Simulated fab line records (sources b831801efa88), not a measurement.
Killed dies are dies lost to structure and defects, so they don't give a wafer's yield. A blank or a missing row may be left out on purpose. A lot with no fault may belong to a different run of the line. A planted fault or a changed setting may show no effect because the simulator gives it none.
The tool behind it: which one? -- flow gf180mcu -- 13 lots with 39 wafers sampled at 2 steps, on a route of 602 steps

## WHAT EACH GAUGE READ, for each wafer
GF_M2_CD_MEAS_14: target cd 280 nm.
lot,measured,on,cdNm (nm)
L857,day 19 09:10,cdSem-01,278.6 278.6 278.8
L858,day 19 15:52,cdSem-01,281.5 281.7 281.0
L859,day 20 00:27,cdSem-02,278.4 279.4 278.6
L860,day 20 09:54,cdSem-01,279.7 278.6 279.3
L861,day 20 21:38,cdSem-02,280.8 280.2 281.0
L870,day 24 00:32,cdSem-01,281.7 280.3 281.9
L871,day 24 07:39,cdSem-01,281.9 282.8 281.2
L872,day 24 14:47,cdSem-01,279.5 279.5 280.4
L873,day 25 05:30,cdSem-02,279.2 278.9 278.7
L875,day 25 13:55,cdSem-01,279.4 278.3 280.4
L877,day 26 05:45,cdSem-02,278.4 278.8 278.5
L878,day 26 13:51,cdSem-02,282.6 281.0 280.7
L880,day 27 01:05,cdSem-01,279.7 279.8 280.2

## WHICH TOOL RAN EACH LOT (tool, then ch and the chambers of the sampled wafers, then the start)
lot,GF_M2_SPUTTER_03
L857,"pvdSputter-04, day 18 08:40"
L858,"pvdSputter-04, day 18 14:56"
L859,"pvdSputter-04, day 19 00:10"
L860,"pvdSputter-03, day 19 09:59"
L861,"pvdSputter-03, day 19 21:26"
L870,"pvdSputter-03, day 23 01:49"
L871,"pvdSputter-03, day 23 10:08"
L872,"pvdSputter-02, day 23 16:16"
L873,"pvdSputter-04, day 24 06:43"
L875,"pvdSputter-02, day 24 16:55"
L877,"pvdSputter-02, day 25 08:10"
L878,"pvdSputter-02, day 25 16:39"
L880,"pvdSputter-04, day 26 04:07"
- GF_M2_SPUTTER_03: material Ti, target thk 10 nm, time 6.7 s.

## AS READ BY THE TOOLS THEMSELVES (means over the sampled wafers that have a number; for cases with no such wafer, the mark the record gives instead)
GF_M2_SPUTTER_03.
lot,tool,cathodeDcPowerW (W),chamberPressurePa (Pa),throttleValvePct (%)
L857,pvdSputter-04,2999.8,0.3005,31.1
L858,pvdSputter-04,2999.7,0.2998,29.3
L859,pvdSputter-04,2999.4,0.2999,29.7
L860,pvdSputter-03,2999.8,0.3000,30.2
L861,pvdSputter-03,2999.7,0.3001,30.3
L870,pvdSputter-03,2999.8,0.2998,30.1
L871,pvdSputter-03,2999.7,0.3000,29.8
L872,pvdSputter-02,3000.1,0.2997,30.3
L873,pvdSputter-04,2999.5,0.3000,29.4
L875,pvdSputter-02,2999.8,0.3003,30.8
L877,pvdSputter-02,2999.8,0.2999,30.3
L878,pvdSputter-02,2999.5,0.3002,30.5
L880,pvdSputter-04,2999.4,0.3002,31.2

## THE ANSWER, worked out from the rows above alone
Rule: the lots themselves supply what counts as usual. Put in order of their means at a reading, lots are off if they are a third of the lots or fewer, leave a main group of 4 or more, and stand apart from it by a gap of 3 or more times the standard deviation of the main group's means; of several such gaps the widest counts. Not used: any main group whose means are identical at the precision the tables above print for the reading. A lot without any number at a reading at which 4 lots or more have one is off too. Where the step has rows for the other lots, those lots are counted as sound. The gauges are gone through in route order, then the tools' own readings, and for those a lot's mean is taken as printed above. At the first step where some lot is off, the reading lying furthest off is the one used; lots without a number count as furthest.
No lot is off at any reading shown: from this, nothing can be told.

## WHAT THE SIMULATOR HAD INSERTED
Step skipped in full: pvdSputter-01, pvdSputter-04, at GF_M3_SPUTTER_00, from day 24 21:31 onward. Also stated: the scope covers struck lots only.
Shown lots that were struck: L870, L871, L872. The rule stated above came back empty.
